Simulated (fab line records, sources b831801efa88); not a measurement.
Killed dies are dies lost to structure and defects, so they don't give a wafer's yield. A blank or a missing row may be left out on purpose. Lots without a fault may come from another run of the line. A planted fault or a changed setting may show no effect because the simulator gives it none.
Which tool did it? | flow sky130 | 11 lots, 33 wafers sampled, at 4 steps of a route of 708

WHAT THE GAUGES READ, wafer by wafer
SKY_LDD_N_TW_MEAS_17. Usual: LDD_N_TW 2588, standard deviation 21.
lot  | measured     | on            | LDD_N_TW       | flag
L346 | day 18 00:54 | film_metro-01 | 2603 2623 2592 |
L347 | day 18 16:02 | film_metro-03 | 2584 2587 2575 |
L348 | day 19 00:34 | film_metro-01 | 2614 2623 2616 |
L350 | day 19 13:42 | film_metro-04 | 2889 2865 2864 | OFF
L351 | day 20 04:07 | film_metro-04 | 2880 2864 2889 | OFF
L358 | day 22 15:25 | film_metro-01 | 2613 2600 2600 |
L359 | day 23 06:34 | film_metro-03 | 2549 2569 2576 |
L361 | day 24 01:55 | film_metro-03 | 2556 2570 2568 |
L362 | day 24 23:59 | film_metro-03 | 2561 2563 2572 |
L364 | day 25 00:55 | film_metro-03 | 2548 2565 2572 |
L366 | day 25 14:11 | film_metro-04 | 2599 2599 2605 |

WHICH TOOL RAN EACH LOT (tool, then ch and the chambers of the sampled wafers, then the start)
lot  | SKY_FIELD_ISO_CMP_27         | SKY_LDD_N_IMPLANT_11            | SKY_LDD_N_STRIP_16
L346 | cmp-01 ch 0,3, day 2 16:44   | implanter-01 ch 0, day 18 00:03 | plasma_asher-04 ch 1, day 18 00:48
L347 | cmp-02 ch 1,2,3, day 2 21:32 | implanter-01 ch 0, day 18 15:14 | plasma_asher-04 ch 0,1, day 18 15:56
L348 | cmp-02 ch 1,2, day 2 23:50   | implanter-02 ch 0, day 18 23:43 | plasma_asher-01 ch 0,1, day 19 00:28
L350 | cmp-01 ch 0,2,3, day 3 13:13 | implanter-01 ch 0, day 19 12:51 | plasma_asher-04 ch 0,1, day 19 13:36
L351 | cmp-02 ch 1,3, day 3 17:38   | implanter-01 ch 0, day 20 03:17 | plasma_asher-02 ch 0,1, day 20 04:00
L358 | cmp-01 ch 0,2,3, day 5 03:50 | implanter-01 ch 0, day 22 14:35 | plasma_asher-04 ch 0,1, day 22 15:18
L359 | cmp-01 ch 0,1,2, day 5 12:38 | implanter-01 ch 0, day 23 05:43 | plasma_asher-01 ch 0,1, day 23 06:28
L361 | cmp-02 ch 1,2, day 5 23:40   | implanter-03 ch 0, day 24 01:04 | plasma_asher-04 ch 0, day 24 01:49
L362 | cmp-01 ch 0,3, day 6 06:19   | implanter-03 ch 0, day 24 23:11 | plasma_asher-01 ch 0,1, day 24 23:53
L364 | cmp-02 ch 0,1,2, day 6 13:05 | implanter-01 ch 0, day 25 00:04 | plasma_asher-02 ch 0,1, day 25 00:49
L366 | cmp-02 ch 0,1,2, day 7 00:36 | implanter-01 ch 0, day 25 13:20 | plasma_asher-01 ch 1, day 25 14:04
- SKY_FIELD_ISO_CMP_27: polishes, stops on Si3N4, t overpolish 16 s, target thk 457.8 nm.
- SKY_LDD_N_IMPLANT_11
- SKY_LDD_N_STRIP_16: strips in O2/N2.

WHAT THE TOOLS THEMSELVES READ (means of the sampled wafers that have a number; where no wafer has one, the mark that the record gives instead)
SKY_FIELD_ISO_CMP_27. Usual: edge_zone_pressure_frac 1.000, standard deviation 0.005; motor_current_A 12.2 A, standard deviation 1.2; overpolish_run_s 16.001 s, standard deviation 0.0092; time_to_endpoint_s 110.5 s, standard deviation 2.5.
lot  | tool   | edge_zone_pressure_frac | motor_current_A (A) | overpolish_run_s (s) | time_to_endpoint_s (s) | flag
L346 | cmp-01 | 0.990                   | 11.2                | 15.997               | 105.1                  |
L347 | cmp-02 | 1.001                   | 12.0                | 16.006               | 111.5                  |
L348 | cmp-02 | 1.004                   | 11.7                | 15.996               | 108.8                  |
L350 | cmp-01 | 0.998                   | 11.9                | 15.987               | 108.7                  |
L351 | cmp-02 | 1.000                   | 12.5                | 16.010               | 109.1                  |
L358 | cmp-01 | 0.997                   | 12.3                | 16.001               | 112.0                  |
L359 | cmp-01 | 1.002                   | 12.4                | 16.007               | 111.4                  |
L361 | cmp-02 | 0.996                   | 11.8                | 16.003               | 109.7                  |
L362 | cmp-01 | 1.000                   | 11.7                | 16.005               | 114.6                  |
L364 | cmp-02 | 0.996                   | 12.7                | 16.003               | 108.2                  |
L366 | cmp-02 | 1.001                   | 12.9                | 15.994               | 113.8                  |

SKY_LDD_N_IMPLANT_11. Usual: beam_on_s 10.00 s, standard deviation 0.21; dose_ions_cm2 7.499e+13, standard deviation 9.2e+10; faraday_current_uA 422, standard deviation 8.8.
lot  | tool         | beam_on_s (s) | dose_ions_cm2 | faraday_current_uA | flag
L346 | implanter-01 | 10.13         | 7.500e+13     | 418                |
L347 | implanter-01 | 9.80          | 7.507e+13     | 431                |
L348 | implanter-02 | 10.06         | 7.507e+13     | 420                |
L350 | implanter-01 | 33.52         | 3.399e+14     | 571                | OFF
L351 | implanter-01 | 33.39         | 3.398e+14     | 573                | OFF
L358 | implanter-01 | 9.98          | 7.494e+13     | 423                |
L359 | implanter-01 | 9.93          | 7.506e+13     | 427                |
L361 | implanter-03 | 9.85          | 7.500e+13     | 429                |
L362 | implanter-03 | 9.91          | 7.501e+13     | 426                |
L364 | implanter-01 | 10.01         | 7.498e+13     | 422                |
L366 | implanter-01 | 10.05         | 7.500e+13     | 420                |

SKY_LDD_N_STRIP_16. Usual: drypump_motor_current_A 5.8 A, standard deviation 0.56; oes_product_au 0.407 a.u., standard deviation 0.005; strip_time_to_endpoint_s 4.316 s, standard deviation 0.016.
lot  | tool            | drypump_motor_current_A (A) | oes_product_au (a.u.) | strip_time_to_endpoint_s (s) | flag
L346 | plasma_asher-04 | 5.1                         | 0.411                 | 4.334                        |
L347 | plasma_asher-04 | 5.1                         | 0.406                 | 4.320                        |
L348 | plasma_asher-01 | 5.6                         | 0.408                 | 4.313                        |
L350 | plasma_asher-04 | 5.1                         | 0.403                 | 4.982                        | OFF
L351 | plasma_asher-02 | 6.3                         | 0.405                 | 4.970                        | OFF
L358 | plasma_asher-04 | 5.1                         | 0.406                 | 4.305                        |
L359 | plasma_asher-01 | 5.9                         | 0.407                 | 4.351                        |
L361 | plasma_asher-04 | 5.1                         | 0.404                 | 4.308                        |
L362 | plasma_asher-01 | 5.6                         | 0.406                 | 4.316                        |
L364 | plasma_asher-02 | 6.3                         | 0.410                 | 4.315                        |
L366 | plasma_asher-01 | 5.4                         | 0.405                 | 4.315                        |

THE ANSWER, worked out from the rows above alone
Rule: a lot is off if the mean of its wafers that have a number lies more than 3 standard deviations from the usual mean. A lot without any number at a reading at which 4 lots or more have one is off too. The other lots that the step has rows for count as sound. The gauges are gone through in route order, then the tools' own readings, and for those a lot's mean is taken as printed above. The first step at which some lot is off is used, and at that step the reading that is off furthest; a lot without a number counts as furthest.
Off: L350, L351, at SKY_LDD_N_TW_MEAS_17 (LDD_N_TW).
A tool fits if, at a process step before that reading, it ran every lot that is off, and no sound lot after the first of them. The gauges at SKY_LDD_N_TW_MEAS_17 aren't tried: what is off there is off at SKY_LDD_N_IMPLANT_11 too, on other tools, and a gauge's error can't cause that. None of those tried fits.

WHAT THE SIMULATOR HAD PUT IN
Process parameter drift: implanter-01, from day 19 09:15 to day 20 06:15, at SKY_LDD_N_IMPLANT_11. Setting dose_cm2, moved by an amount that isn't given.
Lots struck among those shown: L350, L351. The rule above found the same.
